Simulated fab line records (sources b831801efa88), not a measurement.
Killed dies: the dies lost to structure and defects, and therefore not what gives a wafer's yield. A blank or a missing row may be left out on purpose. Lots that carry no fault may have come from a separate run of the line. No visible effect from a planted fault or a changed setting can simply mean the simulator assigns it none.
One fault seen from 2 desks    flow gf180mcu    what lay behind the numbers comes last; until then each desk has only its own

== DESK OF THE TOOL OWNER: pvd sputter-03 ==
The tool's own readings at GF_M2_SPUTTER_02 (material AlCu, target thk 450 nm, time 23.9 s): means of the sampled wafers that have a number, for each lot that ran on this tool. The brackets show how far a lot's mean lies from the usual mean; more than 4 standard deviations puts the lot out of limits, marked OUT.
Columns: A = cathode dc power W at GF_M2_SPUTTER_02, usual 10600 W; B = throttle valve pct at GF_M2_SPUTTER_02, usual 30.3 %
lot   first seen here  A                        B
L385  day 17 12:04     10598                    30.8
L386  day 17 18:31     10599                    31.1
L390  day 19 18:56     10602                    31.0
L392  day 20 17:48     10600                    30.3
L398  day 22 19:07     10600                    30.9
L399  day 22 20:39     12130 (+99 or more) OUT  30.6
L404  day 24 14:19     12128 (+99 or more) OUT  31.4
Finding of this desk: L399, L404 out of limits; the first was L399 at day 22 20:39, on cathode dc power W at GF_M2_SPUTTER_02. L385, L386, L390, L392, L398 stayed within limits.

== METROLOGY DESK ==
What the gauges read, lot by lot, whatever tool the lot ran on: means of the sampled wafers that have a number. The brackets show how far a lot's mean lies from the usual mean; more than 4 standard deviations puts the lot out of limits, marked OUT.
Columns: A = V1_CVD_00_THK at GF_V1_THK_MEAS_01, usual 599 nm; B = M2_ALCU_RS at GF_M2_RS_MEAS_05, usual 0.0696 ohm/sq; C = M2_ALCU_THK at GF_M2_THK_MEAS_06, usual 455 nm
lot   first seen here  A    B                 C
L385  day 16 11:16     610  0.0690            457
L386  day 16 18:16     606  0.0687            461
L388  day 17 20:32     600  0.0691            459
L387  day 17 22:02     596  0.0700            449
L390  day 18 17:05     598  0.0690            455
L391  day 18 23:13     604  0.0701            454
L392  day 19 17:52     602  0.0698            457
L393  day 19 21:07     602  0.0705            450
L398  day 21 16:37     600  0.0694            456
L399  day 21 18:26     599  0.0604 (-11) OUT  519 (+12) OUT
L404  day 23 13:43     599  0.0604 (-11) OUT  517 (+11) OUT
This desk finds L399, L404 out of limits, with the earliest case on L399 at day 22 20:46 (M2_ALCU_RS at GF_M2_RS_MEAS_05). L385, L386, L388, L387, L390, L391, L392, L393, L398 stayed within limits.

== ALL TOGETHER ==
At day 22 20:39, on L399, L404, the tool owner's desk was in a position to raise an alarm.
Metrology desk: alarm possible at day 22 20:46 on L399, L404.
GF_M2_SPUTTER_02 was run on pvd sputter-03 by each of the lots named.

== WHAT THE SIMULATOR HAD INSERTED ==
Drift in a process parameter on pvd sputter-03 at GF_M2_SPUTTER_02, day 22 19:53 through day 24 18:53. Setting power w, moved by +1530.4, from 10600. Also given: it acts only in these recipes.
Shown lots that were struck: L399, L404.
Counting hours from when the fault started, the first reading out of limits came at 1 for the tool owner's desk and at 1 for the metrology desk.
